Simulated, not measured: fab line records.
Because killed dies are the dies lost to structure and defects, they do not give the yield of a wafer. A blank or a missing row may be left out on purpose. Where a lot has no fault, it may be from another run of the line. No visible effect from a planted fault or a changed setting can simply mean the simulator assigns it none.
What tool caused it? / flow gf180mcu / 14 lots with 41 wafers sampled at 4 steps, on a route of 602 steps

## WHAT EACH GAUGE READ, for each wafer
GF_HV_LDD_RS_MEAS_53: uses a four-point probe to measure. Usual: HV_LDD_RS 418.6 ohm/sq, standard deviation 0.75.
lot=L958; measured=day 12 08:22; on=film-metro-02; HV_LDD_RS (ohm/sq)=417.8 418.0 418.2; flag=
lot=L959; measured=day 12 18:05; on=film-metro-02; HV_LDD_RS (ohm/sq)=418.0 417.9 417.3; flag=
lot=L960; measured=day 13 01:25; on=film-metro-04; HV_LDD_RS (ohm/sq)=419.7 419.2 419.6; flag=
lot=L961; measured=day 13 09:02; on=film-metro-03; HV_LDD_RS (ohm/sq)=419.1 419.0 418.8; flag=
lot=L964; measured=day 14 04:05; on=film-metro-04; HV_LDD_RS (ohm/sq)=418.3 421.4; flag=
lot=L968; measured=day 15 13:19; on=film-metro-03; HV_LDD_RS (ohm/sq)=418.6 421.2 418.8; flag=
lot=L973; measured=day 17 05:23; on=film-metro-03; HV_LDD_RS (ohm/sq)=420.0 418.1 419.7; flag=
lot=L975; measured=day 18 04:16; on=film-metro-04; HV_LDD_RS (ohm/sq)=418.5 419.3 418.8; flag=
lot=L976; measured=day 18 06:50; on=film-metro-04; HV_LDD_RS (ohm/sq)=418.6 419.4 418.7; flag=
lot=L977; measured=day 18 16:08; on=film-metro-03; HV_LDD_RS (ohm/sq)=417.3 417.9 418.8; flag=
lot=L978; measured=day 19 02:14; on=film-metro-03; HV_LDD_RS (ohm/sq)=418.8 418.8 418.0; flag=
lot=L979; measured=day 19 18:02; on=film-metro-03; HV_LDD_RS (ohm/sq)=418.6 419.1 418.4; flag=
lot=L981; measured=day 20 02:55; on=film-metro-04; HV_LDD_RS (ohm/sq)=419.5 418.6 419.0; flag=
lot=L980; measured=day 20 06:49; on=film-metro-03; HV_LDD_RS (ohm/sq)=418.5 418.8 417.6; flag=

GF_CONTACT_BOW_MEAS_05. Usual: CONTACT_BOW 66 um, standard deviation 6.9.
lot=L958; measured=day 15 02:47; on=film-metro-02; CONTACT_BOW (um)=61 66 77; flag=
lot=L959; measured=day 15 12:55; on=film-metro-03; CONTACT_BOW (um)=73 71 63; flag=
lot=L960; measured=day 15 19:31; on=film-metro-02; CONTACT_BOW (um)=61 63 76; flag=
lot=L961; measured=day 16 05:29; on=film-metro-03; CONTACT_BOW (um)=66 63 56; flag=
lot=L964; measured=day 17 05:08; on=film-metro-03; CONTACT_BOW (um)=67 61; flag=
lot=L968; measured=day 18 15:13; on=film-metro-02; CONTACT_BOW (um)=58 68 64; flag=
lot=L973; measured=day 20 10:09; on=film-metro-02; CONTACT_BOW (um)=84 67 67; flag=
lot=L975; measured=day 21 13:35; on=film-metro-04; CONTACT_BOW (um)=58 70 63; flag=
lot=L976; measured=day 21 13:18; on=film-metro-04; CONTACT_BOW (um)=70 58 65; flag=
lot=L977; measured=day 21 21:17; on=film-metro-03; CONTACT_BOW (um)=60 72 60; flag=
lot=L978; measured=day 22 07:49; on=film-metro-03; CONTACT_BOW (um)=62 69 60; flag=
lot=L979; measured=day 22 21:28; on=film-metro-02; CONTACT_BOW (um)=70 52 53; flag=
lot=L981; measured=day 23 07:37; on=film-metro-03; CONTACT_BOW (um)=71 62 60; flag=
lot=L980; measured=day 23 09:28; on=film-metro-02; CONTACT_BOW (um)=46 55 73; flag=

## WHAT TOOL EACH LOT RAN ON (gives the tool, then ch and the chambers of the sampled wafers, and finally the start)
lot=L958; GF_HV_LDD_IMPLANT_36=implanter-03 ch 0, day 11 12:44; GF_HV_LDD_RTA_52=rtp-anneal-01 ch 0, day 12 08:17
lot=L959; GF_HV_LDD_IMPLANT_36=implanter-03 ch 0, day 11 22:20; GF_HV_LDD_RTA_52=rtp-anneal-01 ch 0, day 12 17:56
lot=L960; GF_HV_LDD_IMPLANT_36=implanter-04 ch 0, day 12 04:59; GF_HV_LDD_RTA_52=rtp-anneal-01 ch 0, day 13 01:21
lot=L961; GF_HV_LDD_IMPLANT_36=implanter-04 ch 0, day 12 12:35; GF_HV_LDD_RTA_52=rtp-anneal-01 ch 0, day 13 08:58
lot=L964; GF_HV_LDD_IMPLANT_36=implanter-03 ch 0, day 13 06:50; GF_HV_LDD_RTA_52=rtp-anneal-01 ch 0, day 14 04:00
lot=L968; GF_HV_LDD_IMPLANT_36=implanter-03 ch 0, day 14 16:05; GF_HV_LDD_RTA_52=rtp-anneal-01 ch 0, day 15 13:14
lot=L973; GF_HV_LDD_IMPLANT_36=implanter-02 ch 0, day 16 06:17; GF_HV_LDD_RTA_52=rtp-anneal-01 ch 0, day 17 05:19
lot=L975; GF_HV_LDD_IMPLANT_36=implanter-02 ch 0, day 17 03:44; GF_HV_LDD_RTA_52=rtp-anneal-01 ch 0, day 18 04:12
lot=L976; GF_HV_LDD_IMPLANT_36=implanter-02 ch 0, day 17 06:55; GF_HV_LDD_RTA_52=rtp-anneal-02 ch 0, day 18 06:46
lot=L977; GF_HV_LDD_IMPLANT_36=implanter-03 ch 0, day 17 15:57; GF_HV_LDD_RTA_52=rtp-anneal-02 ch 0, day 18 16:04
lot=L978; GF_HV_LDD_IMPLANT_36=implanter-03 ch 0, day 18 01:50; GF_HV_LDD_RTA_52=rtp-anneal-01 ch 0, day 19 02:10
lot=L979; GF_HV_LDD_IMPLANT_36=implanter-04 ch 0, day 18 16:23; GF_HV_LDD_RTA_52=rtp-anneal-01 ch 0, day 19 17:58
lot=L981; GF_HV_LDD_IMPLANT_36=implanter-02 ch 0, day 19 01:41; GF_HV_LDD_RTA_52=rtp-anneal-01 ch 0, day 20 02:50
lot=L980; GF_HV_LDD_IMPLANT_36=implanter-02 ch 0, day 19 06:26; GF_HV_LDD_RTA_52=rtp-anneal-01 ch 0, day 20 06:44
- GF_HV_LDD_IMPLANT_36
- GF_HV_LDD_RTA_52: time 10 s.

## AS READ BY THE TOOLS THEMSELVES (means over the sampled wafers that have a number; for cases with no such wafer, the mark the record gives instead)
GF_HV_LDD_IMPLANT_36. Usual: beam-on-s at 9.98 s, with a standard deviation of 0.19.
lot=L958; tool=implanter-03; beam-on-s (s)=9.90; flag=
lot=L959; tool=implanter-03; beam-on-s (s)=9.93; flag=
lot=L960; tool=implanter-04; beam-on-s (s)=10.13; flag=
lot=L961; tool=implanter-04; beam-on-s (s)=9.92; flag=
lot=L964; tool=implanter-03; beam-on-s (s)=9.89; flag=
lot=L968; tool=implanter-03; beam-on-s (s)=10.00; flag=
lot=L973; tool=implanter-02; beam-on-s (s)=9.96; flag=
lot=L975; tool=implanter-02; beam-on-s (s)=9.98; flag=
lot=L976; tool=implanter-02; beam-on-s (s)=9.97; flag=
lot=L977; tool=implanter-03; beam-on-s (s)=10.04; flag=
lot=L978; tool=implanter-03; beam-on-s (s)=10.07; flag=
lot=L979; tool=implanter-04; beam-on-s (s)=10.08; flag=
lot=L981; tool=implanter-02; beam-on-s (s)=9.98; flag=
lot=L980; tool=implanter-02; beam-on-s (s)=10.16; flag=

GF_HV_LDD_RTA_52. Usual: lamp-power-pct 30.0 %, standard deviation 0.64; wafer_temp_C_max 1004.9, standard deviation 2.4.
lot=L958; tool=rtp-anneal-01; lamp-power-pct (%)=30.4; wafer_temp_C_max=1004.3; flag=
lot=L959; tool=rtp-anneal-01; lamp-power-pct (%)=30.4; wafer_temp_C_max=1003.8; flag=
lot=L960; tool=rtp-anneal-01; lamp-power-pct (%)=30.4; wafer_temp_C_max=1003.2; flag=
lot=L961; tool=rtp-anneal-01; lamp-power-pct (%)=30.4; wafer_temp_C_max=1003.4; flag=
lot=L964; tool=rtp-anneal-01; lamp-power-pct (%)=30.4; wafer_temp_C_max=1003.8; flag=
lot=L968; tool=rtp-anneal-01; lamp-power-pct (%)=30.4; wafer_temp_C_max=1003.4; flag=
lot=L973; tool=rtp-anneal-01; lamp-power-pct (%)=30.4; wafer_temp_C_max=1003.7; flag=
lot=L975; tool=rtp-anneal-01; lamp-power-pct (%)=30.4; wafer_temp_C_max=1003.7; flag=
lot=L976; tool=rtp-anneal-02; lamp-power-pct (%)=28.9; wafer_temp_C_max=1009.4; flag=
lot=L977; tool=rtp-anneal-02; lamp-power-pct (%)=28.9; wafer_temp_C_max=1007.9; flag=
lot=L978; tool=rtp-anneal-01; lamp-power-pct (%)=30.3; wafer_temp_C_max=1003.5; flag=
lot=L979; tool=rtp-anneal-01; lamp-power-pct (%)=30.3; wafer_temp_C_max=1003.9; flag=
lot=L981; tool=rtp-anneal-01; lamp-power-pct (%)=30.4; wafer_temp_C_max=1003.6; flag=
lot=L980; tool=rtp-anneal-01; lamp-power-pct (%)=30.4; wafer_temp_C_max=1004.5; flag=

## THE ANSWER, worked out from the rows above alone
Rule: take the mean of a lot's wafers that have a number; if it is more than 3 standard deviations from the usual mean, the lot is off. Also off: a lot with no number at a reading for which 4 or more lots have one. All remaining lots with rows at the step are treated as sound. First the gauges in route order, then the tools' own readings, where a lot's mean is used as printed above. The first step at which some lot is off is used, and at that step the reading that is off furthest; a lot without a number counts as furthest.
No lot is off on any of the readings shown, so nothing can be concluded from this.

## WHAT HAD BEEN PUT IN BY THE SIMULATOR
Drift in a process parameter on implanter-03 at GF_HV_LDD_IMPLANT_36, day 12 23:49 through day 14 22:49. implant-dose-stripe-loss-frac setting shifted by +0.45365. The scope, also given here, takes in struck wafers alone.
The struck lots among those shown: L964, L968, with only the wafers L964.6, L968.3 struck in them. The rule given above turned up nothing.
